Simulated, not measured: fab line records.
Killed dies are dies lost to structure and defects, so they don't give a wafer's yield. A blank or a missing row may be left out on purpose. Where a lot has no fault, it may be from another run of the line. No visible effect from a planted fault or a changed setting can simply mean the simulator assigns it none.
Split-lot experiment -- flow gf180mcu -- on a route of 602 steps: 5 lots, 23 wafers read

THE SPLIT ITSELF
At GF_STI_PEB_10 (peb time 90 s), the setting peb temp c was moved away from the recipe's 135 C on 7 of the 23 wafers read, by -2.7% to +1.1%. This setting was run at the recipe's value on the other wafers.

SPLIT TO READING: what lies between them in the file, 1 step
- GF_STI_DEVELOP_11: develop time 60 s

THE READING
cd nm at GF_STI_CD_MEAS_12, given in nm (cd target 220 nm). A value of 220.0 nm with a standard deviation of 1.4 nm is what fault-free wafers of this fab line usually give.

wafer,"tool, chamber at the split","peb temp c as run, C",against the recipe,"cd nm, nm",against lot-mates on the recipe
L074.1,"litho track-01, 0",135,recipe,217.9,-
L074.2,"litho track-01, 0",135,recipe,218.8,-
L074.6,"litho track-01, 0",135,recipe,218.2,-
L078.1,"litho track-02, 0",135,recipe,218.9,-
L078.2,"litho track-02, 0",135,recipe,220.0,-
L078.4,"litho track-02, 0",132.4,-1.9%,229.0,+9.5
L078.5,"litho track-02, 0",135,recipe,219.5,-
L078.6,"litho track-02, 0",132.4,-1.9%,227.7,+8.2
L080.2,"litho track-01, 0",135,recipe,221.4,-
L080.3,"litho track-01, 0",135,recipe,220.3,-
L080.4,"litho track-01, 0",131.4,-2.7%,232.3,+11.4
L080.5,"litho track-01, 0",131.4,-2.7%,232.8,+11.9
L080.6,"litho track-01, 0",131.4,-2.7%,233.4,+12.5
L081.1,"litho track-02, 0",135,recipe,220.1,-
L081.3,"litho track-02, 0",135,recipe,220.0,-
L081.4,"litho track-02, 0",135,recipe,220.4,-
L081.5,"litho track-02, 0",135,recipe,220.7,-
L081.6,"litho track-02, 0",135,recipe,220.8,-
L085.1,"litho track-01, 0",135,recipe,217.6,-
L085.2,"litho track-01, 0",136.5,+1.1%,212.5,-5.5
L085.3,"litho track-01, 0",135,recipe,218.3,-
L085.4,"litho track-01, 0",135,recipe,218.1,-
L085.6,"litho track-01, 0",136.5,+1.1%,213.8,-4.2

THE FIT
A straight line over all 23 wafers: cd nm changes by -5.02 nm for each +1% of peb temp c; r = -0.98; the points scatter about the line by 1.1 nm.
The same after taking each lot's own level away (the mean of its wafers on the recipe; 23 wafers): -4.5 nm for each +1%; r = -1.00; scatter 0.48 nm.
The reading moves by 12 nm for the largest change in peb temp c, on that fit.
Across the lots, their own levels run from 218.00 to 220.85 nm, a range of 2.0 times the standard deviation given above.
So the slope is not independent of the lot-to-lot level: the two fits are not the same.
Check: with one of the wafers moved furthest among these (-2.7%) left out of the fit, the line predicts +12.2 nm for it against its lot-mates. Against them it came out at +11.4 nm.

THESE WAFERS: OTHER SPLITS
Note: prior to the reading, these wafers also went through further splits. Each is held against what the fit with the lots' levels taken away leaves over:
other split on the same wafers,wafers away from the commonest value,r with cd nm (lot level and that fit taken away)
GF_STI_CVD_03 time s,15,+0.03

THE WHOLE CHAIN: every reading that the file lists as answering this split, in the file's order
step,what it does,reading,change (the file's fit),r (the file's)
GF_STI_CD_MEAS_12,target cd 220 nm,cd nm,-4.52 nm for each +1% of the setting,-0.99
GF_STI_ETCH_13,"etches the open film in CHF3/O2, stops on Si, target depth 282.31 nm, time 112.9 s","STI.cd nm (the simulator's own value, which no gauge read)",-4.49 nm for each +1% of the setting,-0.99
GF_STI_ETCH_14,"etches Si in HBr/Cl2/O2, target depth 360 nm, time 102.9 s","STI.cd nm (the simulator's own value, which no gauge read)",-4.75 nm for each +1% of the setting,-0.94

THE FILE'S OWN FIT
cd nm changes by -4.52 nm for each +1% of peb temp c, r = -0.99.
